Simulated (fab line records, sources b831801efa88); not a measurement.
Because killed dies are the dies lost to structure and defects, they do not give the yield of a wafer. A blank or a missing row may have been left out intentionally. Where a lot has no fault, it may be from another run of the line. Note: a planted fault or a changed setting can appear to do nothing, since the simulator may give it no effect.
One fault seen from 2 desks    flow sky130    only its own numbers are on each desk; what lay behind them is given at the end

== FROM THE METROLOGY DESK ==
What the gauges read for every lot (on any tool): the sampled wafers with a number, averaged. If a lot's mean is further than 4 standard deviations from the usual mean, the lot is out of limits and carries the mark OUT (the distance appears in the brackets).
Columns: A = VIA1_W_RS at SKY_VIA1_RS_MEAS_22, usual 0.425 ohm/sq; B = VIA1_W_THK at SKY_VIA1_THK_MEAS_23, usual 264 nm
lot   first seen here  A      B
L801  day 33 00:36     0.421  268
L805  day 34 02:34     0.418  269
L809  day 35 04:27     0.424  264
L811  day 36 02:42     0.425  265
L812  day 36 09:44     0.430  262
L818  day 44 04:32     0.421  266
This desk's verdict: no lot among the 6 shows anything out of limits.

== TOOL OWNER'S DESK, pvd_sputter-03 ==
The tool's own readings at SKY_METAL2_SPUTTER_02 (material AlCu, target thk 250 nm, time 13.3 s): means of the sampled wafers that have a number, for each lot that ran on this tool. If a lot's mean is further than 4 standard deviations from the usual mean, the lot is out of limits and carries the mark OUT (the distance appears in the brackets).
Columns: A = chamber_pressure_pa at SKY_METAL2_SPUTTER_02, usual 0.3999 Pa; B = throttle_valve_pct at SKY_METAL2_SPUTTER_02, usual 29.5 %
lot   first seen here  A                  B
L805  day 34 03:05     0.4050 (+6.3) OUT  28.9
L809  day 35 04:58     0.4105 (+13) OUT   28.6
L818  day 44 05:04     0.3993             29.8
This desk finds L805, L809 out of limits, L805 being first, at day 34 03:05 (chamber_pressure_pa at SKY_METAL2_SPUTTER_02). L818: within limits.

== PUT TOGETHER ==
At day 34 03:05, on L805, L809, the tool owner's desk was in a position to raise an alarm.
Metrology desk: nothing out of limits seen.
The metrology desk holds a record of L805, L809, inside its limits.
The lots listed all ran SKY_METAL2_SPUTTER_02 on pvd_sputter-03.

== WHAT THE SIMULATOR PUT IN ==
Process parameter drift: pvd_sputter-03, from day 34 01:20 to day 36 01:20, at SKY_METAL2_SPUTTER_02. Setting chamber_pressure_pa, moved by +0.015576, from 0.4. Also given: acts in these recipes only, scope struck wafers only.
Shown lots that were struck: L805, L809.
Delay in hours, fault start to first out-of-limits reading, by desk: the tool owner's desk at 2.
